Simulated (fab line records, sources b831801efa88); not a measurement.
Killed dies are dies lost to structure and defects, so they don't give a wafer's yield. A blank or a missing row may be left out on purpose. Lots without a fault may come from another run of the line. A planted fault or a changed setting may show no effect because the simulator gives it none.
A struck lot beside a sound one | flow sky130 | 17 steps out of a route of 708
Sound: wafers L947.2, L947.3, L947.4. Struck: wafers L957.2, L957.3, L957.4. The cause comes at the end.
At each step with rows: each side's tool, then ch and its chambers, then its first start. Under that, the readings that differ: sound wafers | struck wafers | difference of the means | sigmas: that difference in standard deviations of wafers without a fault.
alike: readings whose means differ by less than 2 such deviations, and words and numbers that are the same on both sides. not compared: withheld readings, readings that some wafer has no value for, bounds like >300 that may hide the same value, and numbers for which the record gives no deviation and whose values overlap.
The two part at a step that has a row with sigmas, a row that says differs or no value, or rows on one side only. Numbers that don't overlap but have no deviation are shown without sigmas and don't part them. A reading that every wafer of one side lacks parts them only if that side has two wafers or more.

first, 1 step without rows for these wafers: SKY_VT_ADJUST_LVTN_IMPLANT_19.
SKY_VT_ADJUST_LVTN_STRIP_20: strips in O2/N2.
  sound on plasma_asher-04 ch 0,1, day 9 12:35; struck on plasma_asher-01 ch 0,1, day 12 12:19
  reading                      | sound             | struck            | difference | sigmas
  strip_time_to_endpoint_s (s) | 14.21 14.22 14.23 | 14.13 14.14 14.08 | -0.10      | -2
  alike: drypump_motor_current_A, oes_product_au
  not compared: rf_hours_counter_h
SKY_VT_ADJUST_LVTN_TW_MEAS_21:
  sound on film_metro-02, day 9 12:42; struck on film_metro-02, day 12 12:26
  alike: VT_ADJUST_LVTN_2_TW
then, 7 steps without rows for these wafers: SKY_VT_ADJUST_NCORE_DEHYDRATE_00 (time 60 s); SKY_VT_ADJUST_NCORE_HMDS_01 (prime time 60 s); SKY_VT_ADJUST_NCORE_COAT_02 (resist thk 1140 nm); SKY_VT_ADJUST_NCORE_SOFTBAKE_03 (time 60 s); SKY_VT_ADJUST_NCORE_EXPOSE_04 (exposes mask LVTN COMPLEMENT THIN, target cd 380 nm); SKY_VT_ADJUST_NCORE_PEB_05; SKY_VT_ADJUST_NCORE_DEVELOP_06 (develop time 60 s).
SKY_VT_ADJUST_NCORE_CD_MEAS_07: target cd 380 nm.
  sound on cd_sem-01, day 10 11:37; struck on cd_sem-01, day 13 12:46
  reading    | sound             | struck            | difference | sigmas
  cd_nm (nm) | 375.8 375.0 374.6 | 384.7 384.1 384.1 | +9.2       | +3
SKY_VT_ADJUST_NCORE_OVL_MEAS_08:
  sound on overlay-01, day 10 11:43; struck on overlay-01, day 13 12:52
  alike: VT_ADJUST_NCORE_OVL
SKY_VT_ADJUST_NCORE_IMPLANT_09:
  sound on implanter-02 ch 0, day 10 11:46; struck on implanter-02 ch 0, day 13 12:55
  reading                          | sound                      | struck                      | difference | sigmas
  beam_on_s (s)                    | 10.21 9.98 10.27           | 11.31 11.02 11.64           | +1.17      | +6
  end_station_pressure_torr (Torr) | 5.05e-06 5.01e-06 4.86e-06 | 8.094e-05 8.04e-05 7.18e-05 | +7.274e-05 | +99 or more
  faraday_current_uA               | 13.25 13.56 13.19          | 11.76 12.03 11.38           | -1.61      | -6
SKY_VT_ADJUST_NCORE_STRIP_10: strips in O2/N2.
  sound on plasma_asher-03 ch 0,1, day 10 11:53; struck on plasma_asher-03 ch 0,1, day 13 13:06
  alike: drypump_motor_current_A, oes_product_au, strip_time_to_endpoint_s
  not compared: rf_hours_counter_h
SKY_VT_ADJUST_NCORE_TW_MEAS_11:
  sound on film_metro-04, day 10 12:00; struck on film_metro-03, day 13 13:13
  alike: VT_ADJUST_NCORE_TW
then, 1 step without rows for these wafers: SKY_VT_ADJUST_HVTR_DEHYDRATE_00 (time 60 s).
-- the record jumps here: 37 days lie between the struck wafers' starts before and after (it left off in module VT_ADJUST_HVTR and takes up again in module PAD_OPEN, whose first step shown is number 708 of the route) --
SKY_PAD_OPEN_PROBE_99:
  sound on prober-02, day 47 22:47; struck on prober-01, day 50 05:53
  reading                                    | sound                         | struck                      | difference | sigmas
  model.etest.nfet_16v.r_on_ohm_um           | 1.424e+04 1.416e+04 1.405e+04 | 1.5e+04 1.471e+04 1.489e+04 | +7.2e+02   |
  model.etest.pfet_g5v0d10v5.r_on_ohm_um     | 4918 4820 4716                | 4575 4503 4526              | -283       |
  model.etest.res_pwell_under_gate.rs_ohm_sq | 2274 2298 2284                | 2244 2242 2260              | -37        |
  model.etest.pfet_g5v0d10v5.drive_ua_um     | 331.3 333 342.5               | 356.6 364.9 362.6           | +25.8      |
  model.etest.nfet_16v.drive_ua_um           | 218.1 220.2 221.9             | 209.4 215.3 212.1           | -7.8       |
  model.etest.pfet_g5v0d10v5.off_log10_a_um  | -12.93 -12.94 -12.51          | -10.63 -10.34 -10.54        | +2.29      |
  model.etest.pfet_g5v0d10v5.vt_sat_v (V)    | -0.6645 -0.6642 -0.6228       | -0.4612 -0.4371 -0.4407     | +0.2042    |
  alike: killed_at_M0_to_M3, killed_at_M4_up, killed_at_contacts, killed_at_front_end, killed_at_other, killed_dies, killed_open, killed_short
  not compared: model.etest.pfet_16v.drive_ua_um

WHERE THEY PART
First at SKY_VT_ADJUST_LVTN_STRIP_20; last, within this record, at SKY_VT_ADJUST_NCORE_IMPLANT_09. Later steps at which nothing parts them and some readings are alike: SKY_VT_ADJUST_NCORE_STRIP_10, SKY_VT_ADJUST_NCORE_TW_MEAS_11, SKY_PAD_OPEN_PROBE_99.

WHY: what the simulator had put in
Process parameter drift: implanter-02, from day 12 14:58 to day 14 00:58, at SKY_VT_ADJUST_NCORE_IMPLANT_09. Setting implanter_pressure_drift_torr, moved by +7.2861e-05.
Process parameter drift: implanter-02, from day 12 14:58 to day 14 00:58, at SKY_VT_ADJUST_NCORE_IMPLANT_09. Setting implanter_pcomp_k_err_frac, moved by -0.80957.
